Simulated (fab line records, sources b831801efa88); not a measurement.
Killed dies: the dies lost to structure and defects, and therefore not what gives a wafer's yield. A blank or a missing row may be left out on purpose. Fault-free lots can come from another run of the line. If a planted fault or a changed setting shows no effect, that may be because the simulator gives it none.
Which tool was responsible? :: flow gf180mcu :: Sampling: 12 lots, 36 wafers, 5 of 602 route steps

## WHAT THE GAUGES SHOWED, per wafer
GF_V1_THK_MEAS_01.
lot: L833
measured: day 17 06:39
on: film metro-04
V1_CVD_00_THK (nm): 616 604 618

lot: L835
measured: day 18 05:31
on: film metro-02
V1_CVD_00_THK (nm): 609 603 611

lot: L837
measured: day 18 20:21
on: film metro-04
V1_CVD_00_THK (nm): 607 592 601

lot: L838
measured: day 19 13:34
on: film metro-01
V1_CVD_00_THK (nm): 604 605 604

lot: L839
measured: day 19 18:39
on: film metro-04
V1_CVD_00_THK (nm): 598 587 605

lot: L840
measured: day 20 01:31
on: film metro-02
V1_CVD_00_THK (nm): 589 596 590

lot: L841
measured: day 20 06:47
on: film metro-01
V1_CVD_00_THK (nm): 595 603 601

lot: L842
measured: day 20 22:20
on: film metro-04
V1_CVD_00_THK (nm): 611 599 611

lot: L843
measured: day 21 02:32
on: film metro-04
V1_CVD_00_THK (nm): 597 593 607

lot: L844
measured: day 21 12:23
on: film metro-01
V1_CVD_00_THK (nm): 593 597 600

lot: L850
measured: day 23 14:09
on: film metro-04
V1_CVD_00_THK (nm): 295 302 300 295 302 300

lot: L851
measured: day 23 22:11
on: film metro-01
V1_CVD_00_THK (nm): 294 297 303 294 297 303

## WHAT TOOL EACH LOT RAN ON (gives the tool, then ch and the chambers of the sampled wafers, and finally the start)
lot: L833
GF_CONTACT_SPUTTER_22: pvd sputter-03, day 16 06:14
GF_M1_SPUTTER_00: pvd sputter-04, day 16 06:55
GF_M1_METAL_ETCH_16: rie metal-02 ch 0,1, day 17 05:55
GF_V1_CVD_00: hdpcvd-01 ch 1,2, day 17 06:34

lot: L835
GF_CONTACT_SPUTTER_22: pvd sputter-03, day 17 04:28
GF_M1_SPUTTER_00: pvd sputter-01, day 17 05:09
GF_M1_METAL_ETCH_16: rie metal-01 ch 0,1, day 18 04:46
GF_V1_CVD_00: hdpcvd-01 ch 0,2, day 18 05:25

lot: L837
GF_CONTACT_SPUTTER_22: pvd sputter-02, day 17 18:28
GF_M1_SPUTTER_00: pvd sputter-04, day 17 19:09
GF_M1_METAL_ETCH_16: rie metal-02 ch 0,1, day 18 19:33
GF_V1_CVD_00: hdpcvd-01 ch 0,1,2, day 18 20:16

lot: L838
GF_CONTACT_SPUTTER_22: pvd sputter-01, day 18 11:04
GF_M1_SPUTTER_00: pvd sputter-04, day 18 11:45
GF_M1_METAL_ETCH_16: rie metal-01 ch 0,1, day 19 12:50
GF_V1_CVD_00: hdpcvd-01 ch 0,1, day 19 13:29

lot: L839
GF_CONTACT_SPUTTER_22: pvd sputter-01, day 18 16:23
GF_M1_SPUTTER_00: pvd sputter-03, day 18 17:05
GF_M1_METAL_ETCH_16: rie metal-02 ch 0,1, day 19 17:54
GF_V1_CVD_00: hdpcvd-01 ch 0,1,2, day 19 18:35

lot: L840
GF_CONTACT_SPUTTER_22: pvd sputter-03, day 18 23:04
GF_M1_SPUTTER_00: pvd sputter-01, day 18 23:45
GF_M1_METAL_ETCH_16: rie metal-02 ch 0,1, day 20 00:46
GF_V1_CVD_00: hdpcvd-02 ch 0,2, day 20 01:26

lot: L841
GF_CONTACT_SPUTTER_22: pvd sputter-02, day 19 04:07
GF_M1_SPUTTER_00: pvd sputter-03, day 19 04:47
GF_M1_METAL_ETCH_16: rie metal-03 ch 0, day 20 05:37
GF_V1_CVD_00: hdpcvd-01 ch 0,2, day 20 06:40

lot: L842
GF_CONTACT_SPUTTER_22: pvd sputter-02, day 19 19:56
GF_M1_SPUTTER_00: pvd sputter-01, day 19 20:37
GF_M1_METAL_ETCH_16: rie metal-03 ch 0, day 20 21:29
GF_V1_CVD_00: hdpcvd-01 ch 1,2, day 20 22:16

lot: L843
GF_CONTACT_SPUTTER_22: pvd sputter-01, day 20 00:16
GF_M1_SPUTTER_00: pvd sputter-04, day 20 00:57
GF_M1_METAL_ETCH_16: rie metal-01 ch 0,1, day 21 01:49
GF_V1_CVD_00: hdpcvd-02 ch 0,1,2, day 21 02:27

lot: L844
GF_CONTACT_SPUTTER_22: pvd sputter-02, day 20 09:55
GF_M1_SPUTTER_00: pvd sputter-01, day 20 10:36
GF_M1_METAL_ETCH_16: rie metal-03 ch 0,1, day 21 11:15
GF_V1_CVD_00: hdpcvd-01 ch 0,1,2, day 21 12:19

lot: L850
GF_CONTACT_SPUTTER_22: pvd sputter-03, day 22 13:16
GF_M1_SPUTTER_00: pvd sputter-03, day 22 13:59
GF_M1_METAL_ETCH_16: rie metal-01 ch 0,1, day 23 13:22
GF_V1_CVD_00: hdpcvd-01 ch 0,2, day 23 14:04

lot: L851
GF_CONTACT_SPUTTER_22: pvd sputter-02, day 22 21:11
GF_M1_SPUTTER_00: pvd sputter-03, day 22 21:52
GF_M1_METAL_ETCH_16: rie metal-02 ch 1, day 23 21:02
GF_V1_CVD_00: hdpcvd-01 ch 0,2, day 23 22:05
- GF_CONTACT_SPUTTER_22: material Ti, target thk 15 nm, time 80.02 s.
- GF_M1_SPUTTER_00: material Ti, target thk 37.5 nm, time 150 s.
- GF_M1_METAL_ETCH_16: etches the open film in Cl2/BCl3, stops on SiO2, target depth 750.8 nm, time 125.1 s.
- GF_V1_CVD_00: deposits SiO2, target thk 600 nm, time 100 s.

## AS READ BY THE TOOLS THEMSELVES (means over the sampled wafers that have a number; for cases with no such wafer, the mark the record gives instead)
GF_CONTACT_SPUTTER_22.
lot: L833
tool: pvd sputter-03
throttle valve pct (%): 30.0

lot: L835
tool: pvd sputter-03
throttle valve pct (%): 29.5

lot: L837
tool: pvd sputter-02
throttle valve pct (%): 30.7

lot: L838
tool: pvd sputter-01
throttle valve pct (%): 29.7

lot: L839
tool: pvd sputter-01
throttle valve pct (%): 30.2

lot: L840
tool: pvd sputter-03
throttle valve pct (%): 29.6

lot: L841
tool: pvd sputter-02
throttle valve pct (%): 30.5

lot: L842
tool: pvd sputter-02
throttle valve pct (%): 30.3

lot: L843
tool: pvd sputter-01
throttle valve pct (%): 30.0

lot: L844
tool: pvd sputter-02
throttle valve pct (%): 30.2

lot: L850
tool: pvd sputter-03
throttle valve pct (%): 29.9

lot: L851
tool: pvd sputter-02
throttle valve pct (%): 31.0

GF_M1_SPUTTER_00.
lot: L833
tool: pvd sputter-04
throttle valve pct (%): 29.7

lot: L835
tool: pvd sputter-01
throttle valve pct (%): 29.8

lot: L837
tool: pvd sputter-04
throttle valve pct (%): 29.2

lot: L838
tool: pvd sputter-04
throttle valve pct (%): 29.6

lot: L839
tool: pvd sputter-03
throttle valve pct (%): 30.3

lot: L840
tool: pvd sputter-01
throttle valve pct (%): 29.9

lot: L841
tool: pvd sputter-03
throttle valve pct (%): 29.3

lot: L842
tool: pvd sputter-01
throttle valve pct (%): 29.8

lot: L843
tool: pvd sputter-04
throttle valve pct (%): 29.5

lot: L844
tool: pvd sputter-01
throttle valve pct (%): 29.6

lot: L850
tool: pvd sputter-03
throttle valve pct (%): 29.7

lot: L851
tool: pvd sputter-03
throttle valve pct (%): 29.6

GF_M1_METAL_ETCH_16.
lot: L833
tool: rie metal-02
drypump motor current A (A): 5.67
oes product au (a.u.): 0.991
throttle valve pct (%): 28.226

lot: L835
tool: rie metal-01
drypump motor current A (A): 5.46
oes product au (a.u.): 0.993
throttle valve pct (%): 28.225

lot: L837
tool: rie metal-02
drypump motor current A (A): 5.75
oes product au (a.u.): 0.982
throttle valve pct (%): 28.239

lot: L838
tool: rie metal-01
drypump motor current A (A): 5.45
oes product au (a.u.): 0.989
throttle valve pct (%): 28.224

lot: L839
tool: rie metal-02
drypump motor current A (A): 5.79
oes product au (a.u.): 0.987
throttle valve pct (%): 28.240

lot: L840
tool: rie metal-02
drypump motor current A (A): 5.78
oes product au (a.u.): 0.984
throttle valve pct (%): 28.231

lot: L841
tool: rie metal-03
drypump motor current A (A): 5.94
oes product au (a.u.): 0.993
throttle valve pct (%): 28.230

lot: L842
tool: rie metal-03
drypump motor current A (A): 5.96
oes product au (a.u.): 0.991
throttle valve pct (%): 28.235

lot: L843
tool: rie metal-01
drypump motor current A (A): 5.65
oes product au (a.u.): 0.989
throttle valve pct (%): 28.223

lot: L844
tool: rie metal-03
drypump motor current A (A): 5.83
oes product au (a.u.): 0.981
throttle valve pct (%): 28.242

lot: L850
tool: rie metal-01
drypump motor current A (A): 5.65
oes product au (a.u.): 0.994
throttle valve pct (%): 28.222

lot: L851
tool: rie metal-02
drypump motor current A (A): 5.85
oes product au (a.u.): 0.987
throttle valve pct (%): 28.230

GF_V1_CVD_00.
lot: L833
tool: hdpcvd-01
sih4 flow sccm (sccm): 60.00

lot: L835
tool: hdpcvd-01
sih4 flow sccm (sccm): 60.00

lot: L837
tool: hdpcvd-01
sih4 flow sccm (sccm): 60.05

lot: L838
tool: hdpcvd-01
sih4 flow sccm (sccm): 59.95

lot: L839
tool: hdpcvd-01
sih4 flow sccm (sccm): 59.88

lot: L840
tool: hdpcvd-02
sih4 flow sccm (sccm): 59.92

lot: L841
tool: hdpcvd-01
sih4 flow sccm (sccm): 59.80

lot: L842
tool: hdpcvd-01
sih4 flow sccm (sccm): 59.98

lot: L843
tool: hdpcvd-02
sih4 flow sccm (sccm): 59.87

lot: L844
tool: hdpcvd-01
sih4 flow sccm (sccm): 59.98

lot: L850
tool: hdpcvd-01
sih4 flow sccm (sccm): 30.00

lot: L851
tool: hdpcvd-01
sih4 flow sccm (sccm): 30.04

## THE ANSWER, worked out from the rows above alone
Rule: the usual values come from the lots themselves. The widest of any qualifying gaps counts: lots, ordered by their means at a reading, are off when they make up no more than a third of the lots, leave a main group of 4 or more, and stand apart from it by 3 or more times the standard deviation of that group's means. If all means in a main group match to the digits the tables above print for the reading, that group is not used. Also off: a lot with no number at a reading for which 4 or more lots have one. The other lots that the step has rows for count as sound. After the gauges, taken in route order, come the tools' own readings; for these a lot's mean is taken, as printed above. At the first step where some lot is off, the reading lying furthest off is the one used; lots without a number count as furthest.
Off: at GF_V1_THK_MEAS_01 (V1_CVD_00_THK), L850, L851. Main group: mean 602 nm, sd 6.
If a tool, at a process step before that reading, ran all the lots that are off and no sound lot after the first of them, it fits. The gauges at GF_V1_THK_MEAS_01 aren't tried: what is off there is off at GF_V1_CVD_00 too, on other tools, and a gauge's error can't cause that. This does not decide it: 2 tools fit, namely pvd sputter-03 at GF_M1_SPUTTER_00 and hdpcvd-01 at GF_V1_CVD_00.

## WHAT HAD BEEN PUT IN BY THE SIMULATOR
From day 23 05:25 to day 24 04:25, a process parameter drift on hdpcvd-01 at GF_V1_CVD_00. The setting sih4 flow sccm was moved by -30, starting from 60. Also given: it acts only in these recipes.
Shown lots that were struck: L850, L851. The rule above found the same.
